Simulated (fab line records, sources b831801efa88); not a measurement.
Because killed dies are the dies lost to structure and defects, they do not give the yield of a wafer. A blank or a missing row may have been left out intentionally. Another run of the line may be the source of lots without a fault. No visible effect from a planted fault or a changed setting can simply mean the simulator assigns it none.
Which tool is to blame? -- flow sky130 -- 12 lots, 36 wafers sampled, at 3 steps of a route of 708

WHAT THE GAUGES READ, wafer by wafer
SKY_NWELL_RS_MEAS_29: measurement is done with a four-point probe.
lot,measured,on,NWELL_RS (ohm/sq)
L930,day 6 07:53,film_metro-01,622.8 622.9 623.6
L931,day 6 08:32,film_metro-01,626.2 623.4 626.4
L934,day 6 21:53,film_metro-01,625.1 625.9 625.0
L936,day 7 11:40,film_metro-03,626.5 625.1 623.5
L937,day 7 22:40,film_metro-03,642.1 643.7 645.0
L939,day 8 17:41,film_metro-03,643.0 644.0 641.1
L943,day 9 06:18,film_metro-01,624.6 625.0 623.8
L944,day 9 07:33,film_metro-04,624.9 625.6 626.7
L946,day 9 15:32,film_metro-03,623.9 622.5 623.8
L947,day 10 01:32,film_metro-01,626.1 624.2 628.4
L948,day 10 02:43,film_metro-03,624.2 626.0 625.5
L949,day 10 11:51,film_metro-01,626.0 625.2 626.1

SKY_VIA2_OVL_MEAS_13.
lot,measured,on,VIA2_OVL (nm)
L930,day 37 09:03,overlay-01,-5 1 1
L931,day 37 13:03,overlay-01,-1 -4 1
L934,day 38 09:51,overlay-02,-3 4 -3
L936,day 39 06:10,overlay-02,-5 -3 -4
L937,day 39 14:36,overlay-01,0 -8 3
L939,day 40 11:04,overlay-02,-10 3 -2
L943,day 41 03:31,overlay-01,-10 1 -7
L944,day 41 06:55,overlay-02,-12 -12 -8
L946,day 41 10:41,overlay-01,4 -4 1
L947,day 42 02:00,overlay-01,-6 -6 -4
L948,day 42 06:47,overlay-02,-6 -5 1
L949,day 42 13:46,overlay-01,-2 -3 -2

WHAT TOOL EACH LOT RAN ON (gives the tool, then ch and the chambers of the sampled wafers, and finally the start)
lot,SKY_NWELL_IMPLANT_13
L930,"implanter-02 ch 0, day 5 14:03"
L931,"implanter-01 ch 0, day 5 14:24"
L934,"implanter-04 ch 0, day 6 02:12"
L936,"implanter-02 ch 0, day 6 15:34"
L937,"implanter-01 ch 0, day 7 02:54"
L939,"implanter-01 ch 0, day 7 21:10"
L943,"implanter-02 ch 0, day 8 08:39"
L944,"implanter-04 ch 0, day 8 09:22"
L946,"implanter-02 ch 0, day 8 17:40"
L947,"implanter-04 ch 0, day 9 03:55"
L948,"implanter-02 ch 0, day 9 04:37"
L949,"implanter-04 ch 0, day 9 13:00"
- SKY_NWELL_IMPLANT_13

AS READ BY THE TOOLS THEMSELVES (means over the sampled wafers that have a number; for cases with no such wafer, the mark the record gives instead)
SKY_NWELL_IMPLANT_13.
lot,tool,beam_energy_keV,dose_ions_cm2,faraday_current_uA
L930,implanter-02,50.005,7e+11,3.95
L931,implanter-01,50.014,7e+11,3.99
L934,implanter-04,49.998,7e+11,3.88
L936,implanter-02,50.007,7e+11,3.93
L937,implanter-01,49.997,2e+11,1.04
L939,implanter-01,49.992,2e+11,1.02
L943,implanter-02,50.020,7e+11,3.94
L944,implanter-04,49.999,7e+11,3.91
L946,implanter-02,50.017,7e+11,3.94
L947,implanter-04,49.984,7e+11,3.99
L948,implanter-02,49.986,7e+11,3.92
L949,implanter-04,49.979,7e+11,3.99

THE ANSWER, worked out from the rows above alone
Rule: the usual values come from the lots themselves. The widest of any qualifying gaps counts: lots, ordered by their means at a reading, are off when they make up no more than a third of the lots, leave a main group of 4 or more, and stand apart from it by 3 or more times the standard deviation of that group's means. A main group is skipped when, at the precision printed for the reading in the tables above, its means are all equal. Also off: a lot with no number at a reading for which 4 or more lots have one. All remaining lots with rows at the step are treated as sound. First the gauges in route order, then the tools' own readings, where a lot's mean is used as printed above. The first step at which some lot is off is used, and at that step the reading that is off furthest; a lot without a number counts as furthest.
Off: L937, L939, seen at SKY_NWELL_RS_MEAS_29 (NWELL_RS). For the main group the mean is 625.0 ohm/sq and the standard deviation 0.97.
A tool fits if, at a process step before that reading, it ran every lot that is off, and no sound lot after the first of them. The gauges at SKY_NWELL_RS_MEAS_29 aren't tried: what is off there is off at SKY_NWELL_IMPLANT_13 too, on other tools, and a gauge's error can't cause that. One fits: implanter-01 at SKY_NWELL_IMPLANT_13. Its last sound lot is L931 (day 5 14:24), its first lot that is off L937 (day 7 02:54): a fault that began between those two fits.
The tool's own readings at SKY_NWELL_IMPLANT_13 bear it out: on the lots that are off they differ by more than 5 times the standard deviation of the sound lots' means. dose_ions_cm2 reads 2e+11 there against 7e+11 on the sound lots; faraday_current_uA reads 1.03 there against 3.94 on the sound lots.

WHAT THE SIMULATOR HAD INSERTED
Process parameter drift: implanter-01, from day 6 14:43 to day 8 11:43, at SKY_NWELL_IMPLANT_13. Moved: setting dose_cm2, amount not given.
Shown lots that were struck: L937, L939. The rule above reached the same finding.
